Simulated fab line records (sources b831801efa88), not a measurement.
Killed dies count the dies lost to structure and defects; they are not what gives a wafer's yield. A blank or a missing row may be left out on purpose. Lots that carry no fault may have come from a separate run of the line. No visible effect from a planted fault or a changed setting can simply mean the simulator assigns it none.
Commonality check across tools :: flow gf180mcu :: 13 lots and 39 wafers in the sample

== THE REASON FOR OPENING IT ==
Flagged at GF_CONTACT_CD_MEAS_14: reading cd-nm, on 1 of 13 lots. No-fault wafers: 220.3 nm, standard deviation 1.5.
Rule: a lot is flagged when every wafer of it that has a number lies more than 4 standard deviations from that mean, or none has a number. The rest of the lots are taken to be sound.

lot: L241
measured: day 16 04:13
on: cd-sem-01
cd-nm (nm), wafer by wafer: 222.7 222.6 223.6
flag: 

lot: L243
measured: day 16 20:06
on: cd-sem-01
cd-nm (nm), wafer by wafer: 220.0 219.7 220.1
flag: 

lot: L245
measured: day 17 15:10
on: cd-sem-01
cd-nm (nm), wafer by wafer: 221.1 221.7 220.9
flag: 

lot: L247
measured: day 18 15:37
on: cd-sem-01
cd-nm (nm), wafer by wafer: 221.9 220.5 220.3
flag: 

lot: L248
measured: day 18 22:53
on: cd-sem-02
cd-nm (nm), wafer by wafer: 217.1 218.0 215.9
flag: 

lot: L251
measured: day 20 01:37
on: cd-sem-01
cd-nm (nm), wafer by wafer: 219.5 218.4 219.5
flag: 

lot: L252
measured: day 20 12:30
on: cd-sem-02
cd-nm (nm), wafer by wafer: 218.0 217.9 217.6
flag: 

lot: L253
measured: day 20 21:14
on: cd-sem-02
cd-nm (nm), wafer by wafer: 220.2 221.8 221.8
flag: 

lot: L255
measured: day 21 09:56
on: cd-sem-01
cd-nm (nm), wafer by wafer: 219.6 220.0 220.6
flag: 

lot: L257
measured: day 22 00:58
on: cd-sem-02
cd-nm (nm), wafer by wafer: 175.9 176.9 177.2
flag: FLAGGED

lot: L260
measured: day 23 04:58
on: cd-sem-02
cd-nm (nm), wafer by wafer: 219.4 219.8 219.5
flag: 

lot: L262
measured: day 23 17:22
on: cd-sem-01
cd-nm (nm), wafer by wafer: 219.5 220.5 220.9
flag: 

lot: L264
measured: day 24 06:20
on: cd-sem-02
cd-nm (nm), wafer by wafer: 221.0 220.1 221.2
flag: 
The mean of the flagged lots' numbers is 176.7 nm, -43.6 nm from the usual (-29 standard deviations).

== WHICH TOOL RAN EACH LOT ==
3 process steps preceding the reading are held in the record, out of 602 steps in the route. Each cell gives the tool, then ch followed by the chambers the sampled wafers passed through, then the start.
lot: L241
flag: 
GF_SALICIDE_RTA_06: rtp-anneal-01 ch 0, day 15 05:14
GF_SALICIDE_RTA_08: rtp-anneal-02 ch 0, day 15 05:25
GF_CONTACT_EXPOSE_11: krf-scanner-02 ch 0, day 15 17:32

lot: L243
flag: 
GF_SALICIDE_RTA_06: rtp-anneal-01 ch 0, day 15 20:50
GF_SALICIDE_RTA_08: rtp-anneal-02 ch 0, day 15 21:01
GF_CONTACT_EXPOSE_11: krf-scanner-02 ch 0, day 16 09:16

lot: L245
flag: 
GF_SALICIDE_RTA_06: rtp-anneal-01 ch 0, day 16 16:13
GF_SALICIDE_RTA_08: rtp-anneal-02 ch 0, day 16 16:30
GF_CONTACT_EXPOSE_11: krf-scanner-02 ch 0, day 17 04:05

lot: L247
flag: 
GF_SALICIDE_RTA_06: rtp-anneal-02 ch 0, day 17 15:43
GF_SALICIDE_RTA_08: rtp-anneal-02 ch 0, day 17 15:55
GF_CONTACT_EXPOSE_11: krf-scanner-02 ch 0, day 18 03:45

lot: L248
flag: 
GF_SALICIDE_RTA_06: rtp-anneal-01 ch 0, day 17 22:33
GF_SALICIDE_RTA_08: rtp-anneal-02 ch 0, day 17 22:45
GF_CONTACT_EXPOSE_11: krf-scanner-02 ch 0, day 18 12:03

lot: L251
flag: 
GF_SALICIDE_RTA_06: rtp-anneal-02 ch 0, day 19 01:01
GF_SALICIDE_RTA_08: rtp-anneal-01 ch 0, day 19 01:13
GF_CONTACT_EXPOSE_11: krf-scanner-01 ch 0, day 19 14:22

lot: L252
flag: 
GF_SALICIDE_RTA_06: rtp-anneal-01 ch 0, day 19 10:50
GF_SALICIDE_RTA_08: rtp-anneal-02 ch 0, day 19 11:01
GF_CONTACT_EXPOSE_11: krf-scanner-02 ch 0, day 20 00:44

lot: L253
flag: 
GF_SALICIDE_RTA_06: rtp-anneal-02 ch 0, day 19 19:42
GF_SALICIDE_RTA_08: rtp-anneal-01 ch 0, day 19 19:54
GF_CONTACT_EXPOSE_11: krf-scanner-01 ch 0, day 20 08:59

lot: L255
flag: 
GF_SALICIDE_RTA_06: rtp-anneal-01 ch 0, day 20 08:31
GF_SALICIDE_RTA_08: rtp-anneal-02 ch 0, day 20 08:43
GF_CONTACT_EXPOSE_11: krf-scanner-02 ch 0, day 20 22:07

lot: L257
flag: FLAGGED
GF_SALICIDE_RTA_06: rtp-anneal-01 ch 0, day 21 00:14
GF_SALICIDE_RTA_08: rtp-anneal-02 ch 0, day 21 00:26
GF_CONTACT_EXPOSE_11: krf-scanner-02 ch 0, day 21 13:02

lot: L260
flag: 
GF_SALICIDE_RTA_06: rtp-anneal-02 ch 0, day 22 05:05
GF_SALICIDE_RTA_08: rtp-anneal-01 ch 0, day 22 05:17
GF_CONTACT_EXPOSE_11: krf-scanner-01 ch 0, day 22 17:44

lot: L262
flag: 
GF_SALICIDE_RTA_06: rtp-anneal-01 ch 0, day 22 17:40
GF_SALICIDE_RTA_08: rtp-anneal-02 ch 0, day 22 17:51
GF_CONTACT_EXPOSE_11: krf-scanner-01 ch 0, day 23 06:04

lot: L264
flag: 
GF_SALICIDE_RTA_06: rtp-anneal-02 ch 0, day 23 06:55
GF_SALICIDE_RTA_08: rtp-anneal-01 ch 0, day 23 07:07
GF_CONTACT_EXPOSE_11: krf-scanner-02 ch 0, day 23 19:28
What these steps do:
- GF_SALICIDE_RTA_06: time 30 s.
- GF_SALICIDE_RTA_08: time 30 s.
- GF_CONTACT_EXPOSE_11: exposes mask Contact, target cd 220 nm.
- GF_CONTACT_CD_MEAS_14: target cd 220 nm.

== FLAGGED OVER TOTAL, TOOL BY TOOL (the gauges that took the reading come last) ==
step: GF_SALICIDE_RTA_06
tool: rtp-anneal-01
lots run: 8
flagged: 1
share of the flagged lots: all
sound lots run after its first flagged lot: 1 (L262)

step: GF_SALICIDE_RTA_06
tool: rtp-anneal-02
lots run: 5
flagged: 0
share of the flagged lots: none
sound lots run after its first flagged lot: -

step: GF_SALICIDE_RTA_08
tool: rtp-anneal-01
lots run: 4
flagged: 0
share of the flagged lots: none
sound lots run after its first flagged lot: -

step: GF_SALICIDE_RTA_08
tool: rtp-anneal-02
lots run: 9
flagged: 1
share of the flagged lots: all
sound lots run after its first flagged lot: 1 (L262)

step: GF_CONTACT_EXPOSE_11
tool: krf-scanner-01
lots run: 4
flagged: 0
share of the flagged lots: none
sound lots run after its first flagged lot: -

step: GF_CONTACT_EXPOSE_11
tool: krf-scanner-02
lots run: 9
flagged: 1
share of the flagged lots: all
sound lots run after its first flagged lot: 1 (L264)

step: GF_CONTACT_CD_MEAS_14
tool: cd-sem-01
lots run: 7
flagged: 0
share of the flagged lots: none
sound lots run after its first flagged lot: -

step: GF_CONTACT_CD_MEAS_14
tool: cd-sem-02
lots run: 6
flagged: 1
share of the flagged lots: all
sound lots run after its first flagged lot: 2 (L260,L264)

== WHAT THE TABLE PERMITS ==
4 rows of the table ran every flagged lot: rtp-anneal-01 at GF_SALICIDE_RTA_06, rtp-anneal-02 at GF_SALICIDE_RTA_08, krf-scanner-02 at GF_CONTACT_EXPOSE_11, cd-sem-02 at GF_CONTACT_CD_MEAS_14.
- rtp-anneal-01 at GF_SALICIDE_RTA_06 ran 8 lots, 1 of them flagged. Sound lots ran on it after the first flagged one (L262), which a lasting fault on the whole tool wouldn't allow.
- rtp-anneal-02 at GF_SALICIDE_RTA_08 ran 9 lots, 1 of them flagged. Sound lots ran on it after the first flagged one (L262), which a lasting fault on the whole tool wouldn't allow.
- krf-scanner-02 at GF_CONTACT_EXPOSE_11 ran 9 lots, 1 of them flagged. Sound lots ran on it after the first flagged one (L264), which a lasting fault on the whole tool wouldn't allow.
- cd-sem-02 at GF_CONTACT_CD_MEAS_14 ran 6 lots, 1 of them flagged. Sound lots ran on it after the first flagged one (L260, L264), which a lasting fault on the whole tool wouldn't allow.
There is no row in the table that ran each flagged lot and no sound lot after the first.

== WHAT THE SIMULATOR HAD PUT IN ==
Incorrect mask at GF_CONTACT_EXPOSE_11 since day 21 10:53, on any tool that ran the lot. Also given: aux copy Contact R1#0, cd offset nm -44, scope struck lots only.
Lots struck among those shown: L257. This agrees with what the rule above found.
